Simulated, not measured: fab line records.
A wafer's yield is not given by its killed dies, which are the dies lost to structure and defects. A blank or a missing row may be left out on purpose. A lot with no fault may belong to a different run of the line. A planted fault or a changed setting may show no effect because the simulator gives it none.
Shared-tool check -- flow gf180mcu -- 36 wafers sampled across 12 lots

## WHY IT WAS OPENED
Of 12 lots, 2 have the reading NSD_RS flagged at GF_PSD_RS_MEAS_14. Fault-free wafers read 46.18 ohm/sq, with a standard deviation of 0.072.
Rule: flag the lot when none of its wafers has a number, or when each of its wafers that has one lies beyond 4 standard deviations from that mean. The rest of the lots are taken to be sound.

lot,measured,on,"NSD_RS (ohm/sq), wafer by wafer",flag
L247,day 14 13:14,film-metro-03,46.09 46.17 46.12,
L250,day 15 11:59,film-metro-04,46.20 46.14 46.23,
L251,day 15 21:53,film-metro-03,46.26 46.14 46.13,
L252,day 16 11:50,film-metro-03,46.14 46.20 46.10,
L255,day 17 12:04,film-metro-03,46.14 46.13 46.14,
L256,day 17 16:49,film-metro-02,46.21 46.16 46.24,
L262,day 19 14:07,film-metro-04,46.24 46.12 46.04,
L264,day 20 07:05,film-metro-03,46.19 46.12 46.12,
L265,day 20 16:22,film-metro-03,47.92 47.92 47.92,FLAGGED
L266,day 20 20:39,film-metro-02,48.17 48.28 48.14,FLAGGED
L267,day 21 06:02,film-metro-03,46.22 46.21 46.22,
L268,day 21 15:37,film-metro-03,46.12 46.09 46.15,
On average the flagged lots' numbers are 48.06 ohm/sq, which is +1.88 ohm/sq against the usual, or +26 standard deviations.

## LOT BY LOT: THE TOOL USED
The record holds 3 process steps before the reading, out of a route of 602 steps. Every cell lists first the tool, next ch and the chambers used by the sampled wafers, and last the start.
lot,flag,GF_HV_LDD_STRIP_22,GF_NSD_IMPLANT_09,GF_NSD_STRIP_11
L247,,"plasma-asher-01 ch 0,1, day 11 02:47","implanter-02 ch 0, day 13 16:13","plasma-asher-03 ch 0,1, day 13 16:29"
L250,,"plasma-asher-04 ch 0,1, day 11 23:23","implanter-01 ch 0, day 14 14:35","plasma-asher-02 ch 0,1, day 14 14:53"
L251,,"plasma-asher-01 ch 0,1, day 12 08:15","implanter-02 ch 0, day 14 23:41","plasma-asher-03 ch 0,1, day 14 23:59"
L252,,"plasma-asher-01 ch 0,1, day 12 21:05","implanter-04 ch 0, day 15 13:46","plasma-asher-01 ch 0,1, day 15 14:04"
L255,,"plasma-asher-02 ch 0,1, day 13 16:00","implanter-01 ch 0, day 16 12:58","plasma-asher-03 ch 0,1, day 16 13:14"
L256,,"plasma-asher-01 ch 0,1, day 13 22:36","implanter-01 ch 0, day 16 17:49","plasma-asher-01 ch 0,1, day 16 18:05"
L262,,"plasma-asher-01 ch 0,1, day 15 13:32","implanter-01 ch 0, day 18 13:04","plasma-asher-02 ch 0,1, day 18 13:22"
L264,,"plasma-asher-01 ch 0,1, day 16 03:59","implanter-02 ch 0, day 19 05:14","plasma-asher-02 ch 0,1, day 19 05:32"
L265,FLAGGED,"plasma-asher-01 ch 0,1, day 16 10:40","implanter-01 ch 0, day 19 14:08","plasma-asher-02 ch 0,1, day 19 14:25"
L266,FLAGGED,"plasma-asher-01 ch 0,1, day 16 17:08","implanter-01 ch 0, day 19 18:49","plasma-asher-01 ch 0,1, day 19 19:05"
L267,,"plasma-asher-02 ch 0,1, day 17 01:08","implanter-04 ch 0, day 20 04:51","plasma-asher-03 ch 0,1, day 20 05:07"
L268,,"plasma-asher-01 ch 0,1, day 17 08:59","implanter-02 ch 0, day 20 13:52","plasma-asher-02 ch 0,1, day 20 14:10"
What these steps do:
- GF_HV_LDD_STRIP_22: strips in O2/N2.
- GF_NSD_IMPLANT_09
- GF_NSD_STRIP_11: strips in O2/N2.
- GF_PSD_RS_MEAS_14: measures by four-point-probe.

## FLAGGED OVER TOTAL, TOOL BY TOOL (the gauges that took the reading come last)
step,tool,lots run,flagged,share of the flagged lots,sound lots run after its first flagged lot
GF_HV_LDD_STRIP_22,plasma-asher-01,9,2,all,1 (L268)
GF_HV_LDD_STRIP_22,plasma-asher-02,2,0,none,-
GF_HV_LDD_STRIP_22,plasma-asher-04,1,0,none,-
GF_NSD_IMPLANT_09,implanter-01,6,2,all,0
GF_NSD_IMPLANT_09,implanter-02,4,0,none,-
GF_NSD_IMPLANT_09,implanter-04,2,0,none,-
GF_NSD_STRIP_11,plasma-asher-01,3,1,some,0
GF_NSD_STRIP_11,plasma-asher-02,5,1,some,1 (L268)
GF_NSD_STRIP_11,plasma-asher-03,4,0,none,-
GF_PSD_RS_MEAS_14,film-metro-02,2,1,some,0
GF_PSD_RS_MEAS_14,film-metro-03,8,1,some,"2 (L267,L268)"
GF_PSD_RS_MEAS_14,film-metro-04,2,0,none,-

## WHAT THE TABLE ALLOWS
Every flagged lot went through 2 rows of the table: plasma-asher-01 at GF_HV_LDD_STRIP_22 and implanter-01 at GF_NSD_IMPLANT_09.
- plasma-asher-01 at GF_HV_LDD_STRIP_22 ran 9 lots, 2 of them flagged. Sound lots ran on it after the first flagged one (L268), which a lasting fault on the whole tool wouldn't allow.
- implanter-01 at GF_NSD_IMPLANT_09 ran 6 lots, 2 of them flagged. Last sound lot L262 at day 18 13:04, first flagged lot L265 at day 19 14:08; a fault beginning in between fits. Its own readings lie more than 4 standard deviations out on every wafer of the flagged lots: dose-ions-cm2.
Just one tool remains: implanter-01 at GF_NSD_IMPLANT_09.

## WHAT THE SIMULATOR HAD PUT IN
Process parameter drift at GF_NSD_IMPLANT_09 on implanter-01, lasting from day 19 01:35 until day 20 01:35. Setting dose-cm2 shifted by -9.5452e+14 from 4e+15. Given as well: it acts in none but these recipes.
Lots struck among those shown: L265, L266. The rule given above showed the same thing.
